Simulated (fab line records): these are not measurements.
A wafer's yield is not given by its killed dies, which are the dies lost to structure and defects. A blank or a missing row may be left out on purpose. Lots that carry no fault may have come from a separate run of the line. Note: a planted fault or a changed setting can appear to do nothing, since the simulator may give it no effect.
The tool behind it: which one? || flow sfq-line || 14 lots, 42 wafers sampled, at 2 steps of a route of 325

== WHAT THE GAUGES SHOWED, per wafer ==
SFQ_M5_OVL_MEAS_932.
{"lot": "L437", "measured": "day 43 06:29", "on": "overlay-02", "M5_OVL (nm)": "-11 1 -8"}
{"lot": "L439", "measured": "day 44 18:51", "on": "overlay-02", "M5_OVL (nm)": "0 1 -6"}
{"lot": "L440", "measured": "day 44 20:03", "on": "overlay-02", "M5_OVL (nm)": "-5 0 -6"}
{"lot": "L443", "measured": "day 45 23:58", "on": "overlay-02", "M5_OVL (nm)": "-9 2 -7"}
{"lot": "L444", "measured": "day 46 04:46", "on": "overlay-02", "M5_OVL (nm)": "-9 0 -8"}
{"lot": "L445", "measured": "day 47 12:33", "on": "overlay-02", "M5_OVL (nm)": "10 4 -3"}
{"lot": "L446", "measured": "day 48 23:41", "on": "overlay-02", "M5_OVL (nm)": "6 8 5"}
{"lot": "L447", "measured": "day 50 14:05", "on": "overlay-02", "M5_OVL (nm)": "7 13 7"}
{"lot": "L448", "measured": "day 50 22:17", "on": "overlay-01", "M5_OVL (nm)": "7 3 3"}
{"lot": "L449", "measured": "day 51 16:02", "on": "overlay-02", "M5_OVL (nm)": "4 4 1"}
{"lot": "L450", "measured": "day 52 10:02", "on": "overlay-01", "M5_OVL (nm)": "2 -4 -9"}
{"lot": "L456", "measured": "day 57 02:59", "on": "overlay-01", "M5_OVL (nm)": "-11 -8 -3"}
{"lot": "L458", "measured": "day 58 13:47", "on": "overlay-02", "M5_OVL (nm)": "-2 0 -9"}
{"lot": "L459", "measured": "day 59 20:20", "on": "overlay-01", "M5_OVL (nm)": "-1 -9 3"}

== WHICH TOOL RAN EACH LOT (tool, then ch and the chambers of the sampled wafers, then the start) ==
{"lot": "L437", "SFQ_TRILAYER_JJ_CE_STRIP_STRIP_120": "rie-metal-04 ch 0,1, day 40 09:59"}
{"lot": "L439", "SFQ_TRILAYER_JJ_CE_STRIP_STRIP_120": "rie-metal-02 ch 0,1, day 41 17:05"}
{"lot": "L440", "SFQ_TRILAYER_JJ_CE_STRIP_STRIP_120": "rie-metal-03 ch 0,1, day 41 19:29"}
{"lot": "L443", "SFQ_TRILAYER_JJ_CE_STRIP_STRIP_120": "rie-metal-04 ch 0,1, day 42 19:44"}
{"lot": "L444", "SFQ_TRILAYER_JJ_CE_STRIP_STRIP_120": "rie-metal-02 ch 0,1, day 43 01:02"}
{"lot": "L445", "SFQ_TRILAYER_JJ_CE_STRIP_STRIP_120": "rie-metal-03 ch 0,1, day 44 05:41"}
{"lot": "L446", "SFQ_TRILAYER_JJ_CE_STRIP_STRIP_120": "rie-metal-03 ch 0,1, day 45 05:14"}
{"lot": "L447", "SFQ_TRILAYER_JJ_CE_STRIP_STRIP_120": "rie-metal-02 ch 0,1, day 46 10:20"}
{"lot": "L448", "SFQ_TRILAYER_JJ_CE_STRIP_STRIP_120": "rie-metal-04 ch 0,1, day 46 16:29"}
{"lot": "L449", "SFQ_TRILAYER_JJ_CE_STRIP_STRIP_120": "rie-metal-03 ch 0,1, day 47 07:56"}
{"lot": "L450", "SFQ_TRILAYER_JJ_CE_STRIP_STRIP_120": "rie-metal-02 ch 0,1, day 48 01:17"}
{"lot": "L456", "SFQ_TRILAYER_JJ_CE_STRIP_STRIP_120": "rie-metal-03 ch 0,1, day 51 19:13"}
{"lot": "L458", "SFQ_TRILAYER_JJ_CE_STRIP_STRIP_120": "rie-metal-04 ch 0,1, day 53 06:25"}
{"lot": "L459", "SFQ_TRILAYER_JJ_CE_STRIP_STRIP_120": "rie-metal-03 ch 0,1, day 54 11:35"}
- SFQ_TRILAYER_JJ_CE_STRIP_STRIP_120: strips in O2.

== WHAT THE TOOLS THEMSELVES READ (means of the sampled wafers that have a number; where no wafer has one, the mark that the record gives instead) ==
SFQ_TRILAYER_JJ_CE_STRIP_STRIP_120.
{"lot": "L437", "tool": "rie-metal-04", "drypump-motor-current-A (A)": 6.1, "oes-product-au (a.u.)": 1.000}
{"lot": "L439", "tool": "rie-metal-02", "drypump-motor-current-A (A)": 5.8, "oes-product-au (a.u.)": 1.001}
{"lot": "L440", "tool": "rie-metal-03", "drypump-motor-current-A (A)": 6.0, "oes-product-au (a.u.)": 0.997}
{"lot": "L443", "tool": "rie-metal-04", "drypump-motor-current-A (A)": 6.1, "oes-product-au (a.u.)": 1.007}
{"lot": "L444", "tool": "rie-metal-02", "drypump-motor-current-A (A)": 6.0, "oes-product-au (a.u.)": 1.001}
{"lot": "L445", "tool": "rie-metal-03", "drypump-motor-current-A (A)": 5.9, "oes-product-au (a.u.)": 1.002}
{"lot": "L446", "tool": "rie-metal-03", "drypump-motor-current-A (A)": 5.9, "oes-product-au (a.u.)": 1.003}
{"lot": "L447", "tool": "rie-metal-02", "drypump-motor-current-A (A)": 5.8, "oes-product-au (a.u.)": 0.998}
{"lot": "L448", "tool": "rie-metal-04", "drypump-motor-current-A (A)": 5.7, "oes-product-au (a.u.)": 1.004}
{"lot": "L449", "tool": "rie-metal-03", "drypump-motor-current-A (A)": 5.9, "oes-product-au (a.u.)": 0.993}
{"lot": "L450", "tool": "rie-metal-02", "drypump-motor-current-A (A)": 5.8, "oes-product-au (a.u.)": 0.986}
{"lot": "L456", "tool": "rie-metal-03", "drypump-motor-current-A (A)": 5.9, "oes-product-au (a.u.)": 0.999}
{"lot": "L458", "tool": "rie-metal-04", "drypump-motor-current-A (A)": 6.1, "oes-product-au (a.u.)": 0.997}
{"lot": "L459", "tool": "rie-metal-03", "drypump-motor-current-A (A)": 5.9, "oes-product-au (a.u.)": 1.002}

== THE ANSWER, worked out from the rows above alone ==
Rule: the lots themselves supply what counts as usual. The widest of any qualifying gaps counts: lots, ordered by their means at a reading, are off when they make up no more than a third of the lots, leave a main group of 4 or more, and stand apart from it by 3 or more times the standard deviation of that group's means. A main group whose means are all the same, to the digits that the tables above print for the reading, isn't used. A lot without any number at a reading at which 4 lots or more have one is off too. The other lots that the step has rows for count as sound. After the gauges, taken in route order, come the tools' own readings; for these a lot's mean is taken, as printed above. The first step at which some lot is off is used, and at that step the reading that is off furthest; a lot without a number counts as furthest.
Across all readings shown, no lot is off: no conclusion can be drawn from this.

== WHAT THE SIMULATOR HAD PUT IN ==
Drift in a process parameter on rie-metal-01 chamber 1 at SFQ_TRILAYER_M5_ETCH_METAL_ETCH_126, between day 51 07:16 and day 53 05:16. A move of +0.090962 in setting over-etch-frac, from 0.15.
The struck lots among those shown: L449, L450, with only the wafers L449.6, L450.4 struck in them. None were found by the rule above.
